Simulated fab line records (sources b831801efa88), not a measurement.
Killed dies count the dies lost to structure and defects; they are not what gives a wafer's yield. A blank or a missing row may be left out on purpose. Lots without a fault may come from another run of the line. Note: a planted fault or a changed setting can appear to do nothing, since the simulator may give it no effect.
Which tool was responsible? + flow gf180mcu + 24 lots with 72 wafers sampled at 3 steps, on a route of 602 steps

WHAT THE GAUGES SHOWED, per wafer
GF_V1_CD_MEAS_14: target cd 260 nm.
| lot  | measured     | on        | cd nm (nm)        |
|------|--------------|-----------|-------------------|
| L074 | day 17 22:07 | cd sem-02 | 260.5 261.5 262.6 |
| L075 | day 18 10:02 | cd sem-01 | 260.0 260.4 260.4 |
| L076 | day 18 16:56 | cd sem-01 | 259.4 258.7 260.5 |
| L077 | day 19 00:35 | cd sem-02 | 260.5 259.9 260.7 |
| L078 | day 19 16:44 | cd sem-01 | 261.6 261.4 261.8 |
| L079 | day 20 05:42 | cd sem-02 | 259.5 260.5 260.3 |
| L080 | day 20 11:49 | cd sem-02 | 259.1 258.6 258.2 |
| L081 | day 20 22:14 | cd sem-01 | 259.7 260.1 259.9 |
| L082 | day 21 19:13 | cd sem-01 | 259.9 261.1 261.6 |
| L083 | day 22 01:29 | cd sem-01 | 258.7 259.8 258.5 |
| L084 | day 22 02:26 | cd sem-01 | 260.0 258.4 258.1 |
| L085 | day 22 19:24 | cd sem-02 | 260.5 259.3 260.5 |
| L086 | day 22 18:03 | cd sem-01 | 257.4 257.7 259.2 |
| L087 | day 23 10:10 | cd sem-01 | 261.9 260.6 260.2 |
| L088 | day 23 17:53 | cd sem-02 | 259.6 259.8 260.9 |
| L089 | day 23 18:29 | cd sem-02 | 262.7 262.6 262.1 |
| L090 | day 24 05:02 | cd sem-01 | 258.6 258.4 259.7 |
| L091 | day 24 14:05 | cd sem-02 | 261.2 260.5 259.9 |
| L092 | day 24 21:43 | cd sem-01 | 260.4 259.7 260.3 |
| L093 | day 25 08:20 | cd sem-01 | 260.4 261.2 260.0 |
| L094 | day 25 07:07 | cd sem-01 | 261.0 260.1 259.6 |
| L095 | day 25 15:26 | cd sem-01 | 260.8 261.1 261.1 |
| L096 | day 25 17:46 | cd sem-01 | 261.6 260.3 260.5 |
| L097 | day 26 01:44 | cd sem-02 | 260.6 259.4 258.8 |

EACH LOT AND THE TOOL THAT RAN IT (in order: tool; ch and the chambers of the sampled wafers; start)
| lot  | GF_LVPWELL_STRIP_10                 | GF_CONTACT_CMP_27             |
|------|-------------------------------------|-------------------------------|
| L074 | plasma asher-03 ch 0,1, day 3 21:53 | cmp-01 ch 1,3, day 15 23:35   |
| L075 | plasma asher-04 ch 0,1, day 4 04:35 | cmp-02 ch 0,1,2, day 16 10:31 |
| L076 | plasma asher-03 ch 0,1, day 4 07:53 | cmp-02 ch 1,2, day 16 17:17   |
| L077 | plasma asher-02 ch 0,1, day 4 12:50 | cmp-02 ch 0,2,3, day 16 23:50 |
| L078 | plasma asher-04 ch 0,1, day 4 18:23 | cmp-02 ch 0,2,3, day 17 15:07 |
| L079 | plasma asher-04 ch 0,1, day 5 00:19 | cmp-02 ch 1,2,3, day 18 04:05 |
| L080 | plasma asher-02 ch 0,1, day 5 06:05 | cmp-01 ch 0,1, day 18 10:32   |
| L081 | plasma asher-02 ch 0,1, day 5 12:08 | cmp-01 ch 0,1, day 18 20:14   |
| L082 | plasma asher-04 ch 1, day 5 23:38   | cmp-02 ch 1,2, day 19 17:20   |
| L083 | plasma asher-04 ch 0,1, day 6 06:05 | cmp-01 ch 0,1,3, day 20 00:28 |
| L084 | plasma asher-02 ch 0,1, day 6 10:02 | cmp-01 ch 0,1,3, day 20 00:56 |
| L085 | plasma asher-03 ch 0,1, day 6 15:49 | cmp-01 ch 0,2,3, day 20 17:52 |
| L086 | plasma asher-02 ch 0,1, day 6 20:10 | cmp-02 ch 0,1,3, day 20 17:08 |
| L087 | plasma asher-04 ch 0,1, day 7 00:35 | cmp-02 ch 0,1, day 21 08:50   |
| L088 | plasma asher-02 ch 0,1, day 7 08:07 | cmp-01 ch 0,1,3, day 21 18:09 |
| L089 | plasma asher-04 ch 0,1, day 7 10:23 | cmp-01 ch 0,2,3, day 21 19:06 |
| L090 | plasma asher-03 ch 0,1, day 7 16:31 | cmp-01 ch 1,2,3, day 22 05:25 |
| L091 | plasma asher-02 ch 0,1, day 7 21:52 | cmp-01 ch 0,1,2, day 22 14:48 |
| L092 | plasma asher-04 ch 1, day 8 04:23   | cmp-01 ch 0,1, day 22 23:44   |
| L093 | plasma asher-03 ch 0,1, day 8 10:13 | cmp-01 ch 1,3, day 23 10:36   |
| L094 | plasma asher-04 ch 0,1, day 8 13:47 | cmp-01 ch 0,1,3, day 23 08:19 |
| L095 | plasma asher-03 ch 0,1, day 8 19:47 | cmp-01 ch 0,1,2, day 23 16:34 |
| L096 | plasma asher-03 ch 0, day 9 02:08   | cmp-01 ch 1,2,3, day 23 21:12 |
| L097 | plasma asher-04 ch 0,1, day 9 07:07 | cmp-01 ch 0,1,2, day 24 05:35 |
- GF_LVPWELL_STRIP_10: strips in O2/N2.
- GF_CONTACT_CMP_27: polishes, stops on SiO2, t overpolish 15 s, target thk 0 nm.

AS READ BY THE TOOLS THEMSELVES (means over the sampled wafers that have a number; for cases with no such wafer, the mark the record gives instead)
GF_LVPWELL_STRIP_10.
| lot  | tool            | chamber pressure mTorr (mTorr) | drypump motor current A (A) | heater power w (W) | oes product au (a.u.) | strip time to endpoint s (s) |
|------|-----------------|--------------------------------|-----------------------------|--------------------|-----------------------|------------------------------|
| L074 | plasma asher-03 | 1499.9                         | 5.0                         | 353                | 0.723                 | 36.97                        |
| L075 | plasma asher-04 | 1501.0                         | 6.0                         | 319                | 0.723                 | 36.98                        |
| L076 | plasma asher-03 | 1499.7                         | 5.0                         | 356                | 0.719                 | 36.89                        |
| L077 | plasma asher-02 | 1501.1                         | 5.5                         | 331                | 0.718                 | 36.86                        |
| L078 | plasma asher-04 | 1500.2                         | 5.5                         | 298                | 0.724                 | 36.86                        |
| L079 | plasma asher-04 | 1500.2                         | 6.0                         | 317                | 0.719                 | 36.93                        |
| L080 | plasma asher-02 | 1501.0                         | 5.4                         | 331                | 0.721                 | 37.04                        |
| L081 | plasma asher-02 | 1500.8                         | 5.5                         | 329                | 0.725                 | 37.06                        |
| L082 | plasma asher-04 | 1499.6                         | 6.5                         | 334                | 0.725                 | 37.00                        |
| L083 | plasma asher-04 | 1499.7                         | 6.0                         | 323                | 0.718                 | 36.75                        |
| L084 | plasma asher-02 | 1500.5                         | 5.3                         | 323                | 0.720                 | 36.84                        |
| L085 | plasma asher-03 | 1500.0                         | 5.1                         | 370                | 0.719                 | 36.96                        |
| L086 | plasma asher-02 | 1499.5                         | 5.3                         | 323                | 0.722                 | 36.94                        |
| L087 | plasma asher-04 | 1500.7                         | 6.0                         | 315                | 0.724                 | 36.81                        |
| L088 | plasma asher-02 | 1499.8                         | 5.3                         | 328                | 0.721                 | 36.86                        |
| L089 | plasma asher-04 | 1500.7                         | 5.5                         | 297                | 0.722                 | 36.99                        |
| L090 | plasma asher-03 | 1499.8                         | 5.1                         | 369                | 0.725                 | 36.98                        |
| L091 | plasma asher-02 | 1499.4                         | 5.5                         | 332                | 0.722                 | 36.91                        |
| L092 | plasma asher-04 | 1499.0                         | 6.5                         | 335                | 0.721                 | 36.96                        |
| L093 | plasma asher-03 | 1499.6                         | 5.1                         | 366                | 0.724                 | 36.95                        |
| L094 | plasma asher-04 | 1500.1                         | 6.0                         | 318                | 0.717                 | 36.99                        |
| L095 | plasma asher-03 | 1500.2                         | 5.0                         | 354                | 0.722                 | 36.95                        |
| L096 | plasma asher-03 | 1500.3                         | 5.0                         | 337                | 0.724                 | 36.95                        |
| L097 | plasma asher-04 | 1498.8                         | 5.5                         | 301                | 0.722                 | 37.04                        |

GF_CONTACT_CMP_27.
| lot  | tool   | motor current A (A) | overpolish run s (s) | time to endpoint s (s) |
|------|--------|---------------------|----------------------|------------------------|
| L074 | cmp-01 | 11.8                | 15.005               | 73                     |
| L075 | cmp-02 | 10.8                | 14.993               | 77                     |
| L076 | cmp-02 | 12.3                | 14.994               | 73                     |
| L077 | cmp-02 | 10.5                | 15.000               | 77                     |
| L078 | cmp-02 | 10.6                | 15.008               | 71                     |
| L079 | cmp-02 | 11.7                | 15.007               | 76                     |
| L080 | cmp-01 | 10.9                | 15.003               | 81                     |
| L081 | cmp-01 | 11.1                | 14.993               | 78                     |
| L082 | cmp-02 | 12.1                | 15.005               | 75                     |
| L083 | cmp-01 | 11.7                | 14.993               | 77                     |
| L084 | cmp-01 | 11.3                | 14.999               | 78                     |
| L085 | cmp-01 | 11.7                | 15.010               | 77                     |
| L086 | cmp-02 | 11.6                | 14.997               | 71                     |
| L087 | cmp-02 | 11.8                | 14.993               | 72                     |
| L088 | cmp-01 | 11.5                | 14.995               | 77                     |
| L089 | cmp-01 | 11.7                | 15.005               | 81                     |
| L090 | cmp-01 | 11.3                | 15.009               | 79                     |
| L091 | cmp-01 | 11.2                | 14.998               | 77                     |
| L092 | cmp-01 | 11.0                | 15.008               | 76                     |
| L093 | cmp-01 | 11.5                | 14.995               | 77                     |
| L094 | cmp-01 | 11.6                | 15.000               | 78                     |
| L095 | cmp-01 | 11.3                | 15.000               | 81                     |
| L096 | cmp-01 | 11.9                | 15.002               | 79                     |
| L097 | cmp-01 | 11.3                | 14.989               | 82                     |

THE ANSWER, worked out from the rows above alone
Rule: usual is defined by the lots themselves. The widest of any qualifying gaps counts: lots, ordered by their means at a reading, are off when they make up no more than a third of the lots, leave a main group of 4 or more, and stand apart from it by 3 or more times the standard deviation of that group's means. Not used: any main group whose means are identical at the precision the tables above print for the reading. Also off: a lot with no number at a reading for which 4 or more lots have one. All remaining lots with rows at the step are treated as sound. First the gauges in route order, then the tools' own readings, where a lot's mean is used as printed above. At the first step where some lot is off, the reading lying furthest off is the one used; lots without a number count as furthest.
None of the lots is off at any reading shown; this tells nothing.

WHAT THE SIMULATOR HAD PUT IN
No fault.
